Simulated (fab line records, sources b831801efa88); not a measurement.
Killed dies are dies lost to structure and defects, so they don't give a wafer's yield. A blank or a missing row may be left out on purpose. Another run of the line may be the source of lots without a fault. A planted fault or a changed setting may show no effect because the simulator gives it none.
Matching of chambers / flow sky130 / SKY_FIELD_ISO_ETCH_15 on rieDiel-03: 4 sister chambers
The step etches the open film in CHF3/O2, stops on Si, target depth 180 nm, time 72 s. 4 wafers are shown with their chamber, then 8 later ones without.

EACH WAFER AND ITS CHAMBER
wafer=L732.2; chamber=3; runLengthS (s)=100.2
wafer=L732.6; chamber=1; runLengthS (s)=99.8
wafer=L739.1; chamber=0; runLengthS (s)=100.9
wafer=L743.1; chamber=2; runLengthS (s)=99.7

WAFERS WITHOUT THEIR CHAMBER
wafer=L743.4; runLengthS (s)=100.1
wafer=L743.6; runLengthS (s)=100.3
wafer=L747.2; runLengthS (s)=99.4
wafer=L747.3; runLengthS (s)=100.8
wafer=L747.6; runLengthS (s)=100.3
wafer=L748.1; runLengthS (s)=99.3
wafer=L748.2; runLengthS (s)=99.9
wafer=L748.3; runLengthS (s)=99.9

WHICH CHAMBER EACH ONE RAN IN
wafer=L743.4; from the rows above=can't be placed: 3 or 1 or 2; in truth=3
wafer=L743.6; from the rows above=3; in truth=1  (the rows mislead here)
wafer=L747.2; from the rows above=can't be placed: 2 or 1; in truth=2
wafer=L747.3; from the rows above=0; in truth=0
wafer=L747.6; from the rows above=3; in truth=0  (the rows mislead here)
wafer=L748.1; from the rows above=can't be placed: 2 or 1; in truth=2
wafer=L748.2; from the rows above=can't be placed: 1 or 2 or 3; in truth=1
wafer=L748.3; from the rows above=can't be placed: 1 or 2 or 3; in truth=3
Placed correctly: 1 of 8. From these rows, 5 cannot be placed; in 5 the true chamber is one of the candidates. 2 placed wrongly.
How it was worked out, from the rows above alone: a wafer's distance from a chamber is the root of the sum, over the readings, of the square of ((its reading less the chamber's mean) divided by the reading's scatter). The wafer belongs to the nearest chamber; if the next one is less than 2 further off, it can't be placed. A chamber's mean is the mean of its shown wafers. The scatter (one wafer shown for each chamber): square how far every hidden wafer sits from the nearest shown wafer, average those squares and take the square root.
